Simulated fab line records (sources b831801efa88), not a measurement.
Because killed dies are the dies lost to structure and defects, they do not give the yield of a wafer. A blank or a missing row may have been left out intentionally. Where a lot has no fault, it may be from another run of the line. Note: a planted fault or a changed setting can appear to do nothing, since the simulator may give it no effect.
Struck lot and sound lot, side by side | flow sky130 | 16 steps out of a route of 708
Sound: the wafers L719.2, L719.3, L719.5. Struck: wafer L723.5; the same lot's L723.6 was not struck, so it is left out; see the end for the cause.
Each step with rows lists, per side, the tool, then ch with its chambers, then its first start. Under that, the readings that differ: sound wafers | struck wafers | difference of the means | sigmas: that difference in standard deviations of wafers without a fault.
alike: words and numbers the same on both sides, and readings whose means are apart by under 2 such deviations; not compared: readings that were withheld, readings missing a value for some wafer, numbers with overlapping values and no deviation given by the record, and bounds like >300 which may hide the same value.
Wherever a step has rows on one side only, a row that says differs or no value, or a row with sigmas, the two part there. Numbers that don't overlap but have no deviation are shown without sigmas and don't part them. A reading that every wafer of one side lacks parts them only if that side has two wafers or more.

first, 2 steps without rows for these wafers: SKY_CONTACT_PEB_12; SKY_CONTACT_DEVELOP_13 (develop time 60 s).
SKY_CONTACT_CD_MEAS_14: the cd target is 170 nm.
  sound on cdSem-02, day 35 13:05; struck on cdSem-02, day 36 18:35
reading   | sound             | struck | difference | sigmas
cdNm (nm) | 168.0 169.8 169.7 | 172.2  | +3.0       | +2
SKY_CONTACT_OVL_MEAS_15:
  sound on overlay-02, day 35 13:11; struck on overlay-02, day 36 18:39
  alike: CONTACT_OVL
SKY_CONTACT_ETCH_16: etches BARC in N2/H2, stops on SiO2, time 45.9 s, target depth 60 nm.
  sound on rieDiel-04 ch 0,1,2, day 35 13:13; struck on rieDiel-01 ch 3, day 36 18:41
  alike: drypumpMotorCurrentA, oesProductAu, throttleValvePct
  not compared: rfHoursCounterH
SKY_CONTACT_ETCH_17: etches SiO2 in C4F8/O2/Ar, stops on Si3N4, target depth 340 nm.
  sound on rieDiel-04 ch 0,1,2, day 35 13:15; struck on rieDiel-01 ch 3, day 36 18:44
  alike: oesProductAu
then, 1 step without rows for these wafers: SKY_CONTACT_ETCH_18 (etches Si3N4 in CHF3/O2, stops on TiN, time 39 s, target depth 75 nm).
SKY_CONTACT_STRIP_19: strips in O2/N2.
  sound on plasmaAsher-03 ch 0,1, day 35 13:20; struck on plasmaAsher-01 ch 1, day 36 18:52
reading                  | sound          | struck | difference | sigmas
stripTimeToEndpointS (s) | 3.67 3.65 3.68 | 3.60   | -0.07      | -2
  alike: drypumpMotorCurrentA, oesProductAu
  not compared: rfHoursCounterH
then, 3 steps without rows for these wafers: SKY_CONTACT_STRIP_20 (strips in post etch residue remover, time 1200 s); SKY_CONTACT_CLEAN_21 (cleans in IPA, time 180 s); SKY_CONTACT_CLEAN_22 (cleans in O3/DIW).
SKY_CONTACT_SPUTTER_23: material TiN, target thk 20 nm, time 80 s.
  sound on pvdSputter-02, day 35 13:56; struck on pvdSputter-04, day 36 19:25
  alike: throttleValvePct
SKY_CONTACT_CVD_24: deposits W, target thk 340 nm, time 102.12 s.
  sound on cvdW-01 ch 0,1, day 35 14:00; struck on cvdW-01 ch 0, day 36 19:31
reading                              | sound           | struck | difference | sigmas
model.W_of_CONTACT_CVD_24.thkNm (nm) | 336.3 332.3 340 | 307.7  | -28.5      | 
  alike: heaterPowerW
SKY_CONTACT_RS_MEAS_25: uses a four-point probe to measure.
  sound on filmMetro-04, day 35 14:08; struck on filmMetro-03, day 36 19:38
reading               | sound             | struck | difference | sigmas
CONTACT_W_RS (ohm/sq) | 0.341 0.345 0.337 | 0.374  | +0.033     | +8
SKY_CONTACT_THK_MEAS_26: measures by xrf.
  sound on filmMetro-04, day 35 14:14; struck on filmMetro-03, day 36 19:43
reading            | sound       | struck | difference | sigmas
CONTACT_W_THK (nm) | 350 344 351 | 322    | -26        | -4
SKY_CONTACT_CMP_27: polishes, stops on SiO2, t overpolish 15 s, target thk 0 nm.
  sound on cmp-01 ch 2,3, day 35 14:17; struck on cmp-02 ch 1, day 36 19:56
  alike: motorCurrentA

WHERE THEY PART
Earliest at SKY_CONTACT_CD_MEAS_14; latest, in this record, at SKY_CONTACT_THK_MEAS_26. Later steps at which nothing parts them and some readings are alike: SKY_CONTACT_CMP_27.

WHY: what had been put in by the simulator
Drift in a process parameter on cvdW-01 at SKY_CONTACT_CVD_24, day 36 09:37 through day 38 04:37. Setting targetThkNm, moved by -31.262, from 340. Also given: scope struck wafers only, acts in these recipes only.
